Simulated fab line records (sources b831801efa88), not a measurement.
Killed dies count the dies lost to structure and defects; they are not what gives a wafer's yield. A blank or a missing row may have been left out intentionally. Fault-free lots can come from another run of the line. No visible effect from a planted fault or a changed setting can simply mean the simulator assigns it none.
Which of the tools did it?	flow gf180mcu	11 lots, 33 wafers sampled, at 6 steps of a route of 602

WHAT EACH GAUGE READ, for each wafer
GF_M2_RS_MEAS_05: measurement is done with a four-point probe.
lot	measured	on	M2_ALCU_RS (ohm/sq)
L413	day 19 02:01	filmMetro-03	0.0696 0.0697 0.0699
L415	day 19 19:57	filmMetro-03	0.0693 0.0688 0.0692
L416	day 20 06:53	filmMetro-02	0.0697 0.0706 0.0692
L417	day 20 23:39	filmMetro-02	0.0680 0.0684 0.0696
L418	day 21 05:08	filmMetro-02	0.0683 0.0692 0.0687
L421	day 21 23:59	filmMetro-02	0.0698 0.0699 0.0696
L423	day 22 15:42	filmMetro-01	0.0690 0.0688 0.0690
L426	day 23 16:53	filmMetro-03	7.0190 7.0529 7.0288
L427	day 23 23:44	filmMetro-03	7.0930 7.1266 7.0925
L434	day 26 04:11	filmMetro-02	0.0708 0.0687 0.0683
L435	day 26 11:13	filmMetro-01	0.0691 0.0703 0.0711

GF_M2_THK_MEAS_06: measures by xrf.
lot	measured	on	M2_ALCU_THK (nm)
L413	day 19 02:07	filmMetro-03	445 444 446
L415	day 19 20:04	filmMetro-03	450 453 450
L416	day 20 06:59	filmMetro-02	453 447 458
L417	day 20 23:46	filmMetro-02	469 464 456
L418	day 21 05:14	filmMetro-02	464 457 462
L421	day 22 00:06	filmMetro-02	456 457 456
L423	day 22 15:49	filmMetro-01	462 463 462
L426	day 23 16:59	filmMetro-03	<0 <0 <0
L427	day 23 23:51	filmMetro-03	<0 <0 <0
L434	day 26 04:17	filmMetro-02	449 460 464
L435	day 26 11:20	filmMetro-01	457 447 442

EACH LOT AND THE TOOL THAT RAN IT (in order: tool; ch and the chambers of the sampled wafers; start)
lot	GF_V1_CVD_02	GF_V1_ETCH_17	GF_M2_SPUTTER_02	GF_M2_SPUTTER_04
L413	pecvd-03 ch 0,1, day 18 00:12	rieDiel-03 ch 1,2,3, day 19 01:53 or earlier	pvdSputter-03, day 19 01:53	pvdSputter-03, day 19 01:56
L415	pecvd-02 ch 0,1, day 18 13:46	rieDiel-03 ch 2,3, day 19 19:50 or earlier	pvdSputter-03, day 19 19:50	pvdSputter-03, day 19 19:53
L416	pecvd-01 ch 0,2, day 19 03:52	rieDiel-01 ch 0,1,3, day 20 06:45 or earlier	pvdSputter-04, day 20 06:45	pvdSputter-04, day 20 06:48
L417	pecvd-02 ch 0,1, day 19 20:12	rieDiel-03 ch 0,1,3, day 20 23:32 or earlier	pvdSputter-02, day 20 23:32	pvdSputter-02, day 20 23:35
L418	pecvd-03 ch 1,2, day 20 02:36	rieDiel-03 ch 0,2,3, day 21 05:01 or earlier	pvdSputter-03, day 21 05:01	pvdSputter-03, day 21 05:04
L421	pecvd-02 ch 0,1,2, day 20 21:44	rieDiel-03 ch 1,2,3, day 21 23:53 or earlier	pvdSputter-03, day 21 23:53	pvdSputter-03, day 21 23:56
L423	pecvd-01 ch 0,1,2, day 21 13:14	rieDiel-03 ch 0,1, day 22 15:37 or earlier	pvdSputter-04, day 22 15:37	pvdSputter-04, day 22 15:40
L426	pecvd-02 ch 0,1,2, day 22 15:07	rieDiel-04 ch 0,1,2, day 23 16:46 or earlier	pvdSputter-03, day 23 16:46	pvdSputter-03, day 23 16:49
L427	pecvd-02 ch 0,1, day 22 22:26	rieDiel-04 ch 1,2,3, day 23 23:38 or earlier	pvdSputter-03, day 23 23:38	pvdSputter-03, day 23 23:41
L434	pecvd-02 ch 0,1, day 25 04:19	rieDiel-04 ch 0,2,3, day 26 04:04 or earlier	pvdSputter-02, day 26 04:04	pvdSputter-02, day 26 04:07
L435	pecvd-03 ch 0,1,2, day 25 12:29	rieDiel-04 ch 0,2,3, day 26 11:07 or earlier	pvdSputter-04, day 26 11:07	pvdSputter-04, day 26 11:10
- GF_V1_CVD_02: deposits SiO2 from TEOS, target thk 850 nm, time 94.851 s.
- GF_V1_ETCH_17: etches SiO2 in C4F8/O2/Ar, stops on TiN, target depth 630 nm.
- GF_M2_SPUTTER_02: material AlCu, target thk 450 nm, time 23.9 s.
- GF_M2_SPUTTER_04: material TiN, target thk 50 nm, time 41.7 s.

WHAT THE TOOLS THEMSELVES READ (means of the sampled wafers that have a number; where no wafer has one, the mark that the record gives instead)
GF_V1_CVD_02.
lot	tool	heaterPowerW (W)
L413	pecvd-03	720
L415	pecvd-02	719
L416	pecvd-01	594
L417	pecvd-02	736
L418	pecvd-03	733
L421	pecvd-02	680
L423	pecvd-01	604
L426	pecvd-02	703
L427	pecvd-02	728
L434	pecvd-02	682
L435	pecvd-03	788

GF_V1_ETCH_17.
lot	tool	oesProductAu (a.u.)
L413	rieDiel-03	0.857
L415	rieDiel-03	0.852
L416	rieDiel-01	0.858
L417	rieDiel-03	0.858
L418	rieDiel-03	0.858
L421	rieDiel-03	0.849
L423	rieDiel-03	0.855
L426	rieDiel-04	0.852
L427	rieDiel-04	0.856
L434	rieDiel-04	0.856
L435	rieDiel-04	0.861

GF_M2_SPUTTER_02.
lot	tool	cathodeDcPowerW (W)	chamberPressurePa (Pa)	throttleValvePct (%)
L413	pvdSputter-03	10600	0.3997	30.6
L415	pvdSputter-03	10600	0.4005	30.6
L416	pvdSputter-04	10600	0.4000	27.6
L417	pvdSputter-02	10599	0.4001	30.0
L418	pvdSputter-03	10599	0.3988	30.1
L421	pvdSputter-03	10601	0.4001	30.5
L423	pvdSputter-04	10600	0.4002	28.7
L426	pvdSputter-03	-	-	-
L427	pvdSputter-03	-	-	-
L434	pvdSputter-02	10599	0.4008	30.0
L435	pvdSputter-04	10598	0.4000	29.9

GF_M2_SPUTTER_04.
lot	tool	cathodeDcPowerW (W)	chamberPressurePa (Pa)	throttleValvePct (%)
L413	pvdSputter-03	6500.0	0.3999	30.5
L415	pvdSputter-03	6499.7	0.4000	30.5
L416	pvdSputter-04	6499.8	0.4003	27.7
L417	pvdSputter-02	6500.4	0.3998	30.0
L418	pvdSputter-03	6499.8	0.3996	29.9
L421	pvdSputter-03	6498.8	0.4000	30.6
L423	pvdSputter-04	6501.0	0.3994	28.8
L426	pvdSputter-03	6499.0	0.3995	30.5
L427	pvdSputter-03	6500.2	0.4005	30.4
L434	pvdSputter-02	6499.1	0.4000	30.1
L435	pvdSputter-04	6499.5	0.3997	29.9

THE ANSWER, worked out from the rows above alone
Rule: the usual values come from the lots themselves. The widest of any qualifying gaps counts: lots, ordered by their means at a reading, are off when they make up no more than a third of the lots, leave a main group of 4 or more, and stand apart from it by 3 or more times the standard deviation of that group's means. If all means in a main group match to the digits the tables above print for the reading, that group is not used. Also off: a lot with no number at a reading for which 4 or more lots have one. All remaining lots with rows at the step are treated as sound. The gauges are gone through in route order, then the tools' own readings, and for those a lot's mean is taken as printed above. The first step at which some lot is off is used, and at that step the reading that is off furthest; a lot without a number counts as furthest.
Off: L426, L427, seen at GF_M2_RS_MEAS_05 (M2_ALCU_RS). Main group: mean 0.0694 ohm/sq, sd 0.00051.
If a tool, at a process step before that reading, ran all the lots that are off and no sound lot after the first of them, it fits. Not tried: the gauges at GF_M2_RS_MEAS_05; whatever is off there is also off at GF_M2_SPUTTER_02, on other tools, and gauge error can't account for it. With no start given for some of its lots, GF_V1_ETCH_17 uses the hours and lot order of GF_M2_SPUTTER_02. One fits: pvdSputter-03 at GF_M2_SPUTTER_02 and GF_M2_SPUTTER_04. At GF_M2_SPUTTER_02 its last sound lot is L421 (day 21 23:53), its first lot that is off L426 (day 23 16:46): a fault that began between those two fits.
Blank at GF_M2_SPUTTER_02 on the lots that are off, where sound lots have numbers: cathodeDcPowerW, chamberPressurePa, throttleValvePct.

WHAT WAS PUT IN BY THE SIMULATOR
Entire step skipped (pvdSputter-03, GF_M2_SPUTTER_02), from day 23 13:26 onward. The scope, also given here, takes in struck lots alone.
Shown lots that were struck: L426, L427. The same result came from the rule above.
